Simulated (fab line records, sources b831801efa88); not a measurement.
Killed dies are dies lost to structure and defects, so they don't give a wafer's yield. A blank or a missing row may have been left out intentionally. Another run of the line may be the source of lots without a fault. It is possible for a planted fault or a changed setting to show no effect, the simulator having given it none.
Which of the tools did it? -- flow sky130 -- 12 lots, 36 wafers sampled, at 5 steps of a route of 708

WHAT EACH GAUGE READ, for each wafer
SKY_VT_ADJUST_HVTR_CD_MEAS_07 targets a cd of 380 nm.
lot,measured,on,cd-nm (nm)
L328,day 8 08:47,cd-sem-02,381.5 381.0 384.1
L331,day 8 19:55,cd-sem-01,377.5 374.1 377.6
L332,day 8 22:10,cd-sem-01,374.2 376.0 376.4
L333,day 9 08:41,cd-sem-01,383.1 382.1 380.9
L335,day 9 22:55,cd-sem-01,378.9 378.4 379.1
L337,day 10 02:50,cd-sem-01,383.7 384.2 385.7
L340,day 10 18:38,cd-sem-01,380.0 382.2 382.7
L341,day 10 22:59,cd-sem-01,378.4 380.5 382.8
L347,day 20 03:39,cd-sem-01,384.0 386.2 384.9
L346,day 20 03:57,cd-sem-01,379.5 381.1 378.8
L350,day 20 04:29,cd-sem-02,379.5 378.7 380.4
L349,day 20 05:30,cd-sem-02,380.7 381.4 380.4

SKY_SD_N_CD_MEAS_07 targets a cd of 380 nm.
lot,measured,on,cd-nm (nm)
L328,day 25 14:22,cd-sem-01,381.8 382.2 380.2
L331,day 26 07:55,cd-sem-02,369.9 373.1 371.3
L332,day 26 20:20,cd-sem-01,377.5 381.6 382.3
L333,day 26 17:50,cd-sem-02,378.6 378.8 375.4
L335,day 27 17:53,cd-sem-02,383.5 382.9 381.7
L337,day 27 21:26,cd-sem-02,381.1 378.1 380.1
L340,day 28 21:47,cd-sem-01,377.5 377.2 376.7
L341,day 28 23:20,cd-sem-01,377.8 377.7 375.7
L347,day 38 08:01,cd-sem-02,375.7 376.5 375.6
L346,day 38 13:58,cd-sem-02,378.3 380.3 382.0
L350,day 38 17:52,cd-sem-02,376.1 377.0 380.4
L349,day 38 15:44,cd-sem-02,379.3 379.9 381.2

SKY_LI_CONTACT_OVL_MEAS_13.
lot,measured,on,LI_CONTACT_OVL (nm)
L328,day 26 21:41,overlay-02,-3 -9 0
L331,day 27 15:23,overlay-01,9 7 8
L332,day 28 03:04,overlay-01,2 11 3
L333,day 28 00:27,overlay-02,5 -6 -2
L335,day 29 00:25,overlay-01,4 -12 12
L337,day 29 03:03,overlay-01,4 4 -4
L340,day 30 03:56,overlay-01,0 4 8
L341,day 30 06:31,overlay-02,11 -2 -2
L347,day 39 11:59,overlay-02,5 1 11
L346,day 39 17:55,overlay-02,-7 -3 -8
L350,day 39 21:35,overlay-01,0 4 -1
L349,day 39 19:34,overlay-01,1 2 2

WHAT TOOL EACH LOT RAN ON (gives the tool, then ch and the chambers of the sampled wafers, and finally the start)
lot,SKY_POLY_GATE_IMPLANT_02,SKY_RES_PROTECT_STRIP_07
L328,"implanter-01 ch 0, day 12 19:43","plasma-asher-01 ch 0,1, day 12 19:52"
L331,"implanter-02 ch 0, day 13 17:20","plasma-asher-02 ch 0, day 13 17:28"
L332,"implanter-01 ch 0, day 14 10:07","plasma-asher-02 ch 0,1, day 14 10:16"
L333,"implanter-02 ch 0, day 14 09:49","plasma-asher-01 ch 0,1, day 14 09:58"
L335,"implanter-01 ch 0, day 15 05:50","plasma-asher-01 ch 0,1, day 15 05:58"
L337,"implanter-01 ch 0, day 15 12:46","plasma-asher-01 ch 0,1, day 15 12:55"
L340,"implanter-04 ch 0, day 16 08:38","plasma-asher-04 ch 0,1, day 16 08:47"
L341,"implanter-01 ch 0, day 16 13:25","plasma-asher-01 ch 1, day 16 13:34"
L347,"implanter-02 ch 0, day 26 13:41","plasma-asher-02 ch 0,1, day 26 13:49"
L346,"implanter-01 ch 0, day 26 15:05","plasma-asher-01 ch 0,1, day 26 15:13"
L350,"implanter-04 ch 0, day 26 17:38","plasma-asher-02 ch 0,1, day 26 17:46"
L349,"implanter-02 ch 0, day 26 17:20","plasma-asher-04 ch 0,1, day 26 17:28"
- SKY_POLY_GATE_IMPLANT_02
- SKY_RES_PROTECT_STRIP_07: strips in O2/N2.

WHAT THE TOOLS THEMSELVES READ (means of the sampled wafers that have a number; where no wafer has one, the mark that the record gives instead)
SKY_POLY_GATE_IMPLANT_02.
lot,tool,beam-on-s (s),dose-ions-cm2
L328,implanter-01,36.9,7.696e+15
L331,implanter-02,37.5,7.695e+15
L332,implanter-01,37.1,7.709e+15
L333,implanter-02,37.2,7.709e+15
L335,implanter-01,36.8,7.708e+15
L337,implanter-01,27.3,5.654e+15
L340,implanter-04,39.2,7.695e+15
L341,implanter-01,27.2,5.653e+15
L347,implanter-02,37.2,7.704e+15
L346,implanter-01,38.0,7.704e+15
L350,implanter-04,39.4,7.701e+15
L349,implanter-02,37.1,7.698e+15

SKY_RES_PROTECT_STRIP_07.
lot,tool,drypump-motor-current-A (A),oes-product-au (a.u.),strip-time-to-endpoint-s (s)
L328,plasma-asher-01,5.7,0.515,23.32
L331,plasma-asher-02,6.0,0.518,23.27
L332,plasma-asher-02,6.0,0.516,23.24
L333,plasma-asher-01,5.7,0.516,23.32
L335,plasma-asher-01,5.8,0.517,23.30
L337,plasma-asher-01,5.8,0.536,22.04
L340,plasma-asher-04,5.8,0.520,23.33
L341,plasma-asher-01,6.0,0.537,22.07
L347,plasma-asher-02,6.0,0.522,23.29
L346,plasma-asher-01,5.8,0.516,23.35
L350,plasma-asher-02,6.0,0.517,23.30
L349,plasma-asher-04,5.7,0.524,23.25

THE ANSWER, worked out from the rows above alone
Rule: usual is defined by the lots themselves. Put in order of their means at a reading, lots are off if they are a third of the lots or fewer, leave a main group of 4 or more, and stand apart from it by a gap of 3 or more times the standard deviation of the main group's means; of several such gaps the widest counts. Not used: any main group whose means are identical at the precision the tables above print for the reading. A lot without any number at a reading at which 4 lots or more have one is off too. All remaining lots with rows at the step are treated as sound. Order of review: gauges by route order, followed by the tools' own readings, for which a lot's mean as printed above is used. The first step at which some lot is off is used, and at that step the reading that is off furthest; a lot without a number counts as furthest.
Off: L337, L341, at SKY_POLY_GATE_IMPLANT_02 (dose-ions-cm2). The main group has a mean of 7.702e+15 with a standard deviation of 5.4e+12.
If a tool, at that step or one of the process steps before it, ran each lot that is off and ran no sound lot following the first of them, it fits. Of those tried, none fits.

WHAT THE SIMULATOR HAD INSERTED
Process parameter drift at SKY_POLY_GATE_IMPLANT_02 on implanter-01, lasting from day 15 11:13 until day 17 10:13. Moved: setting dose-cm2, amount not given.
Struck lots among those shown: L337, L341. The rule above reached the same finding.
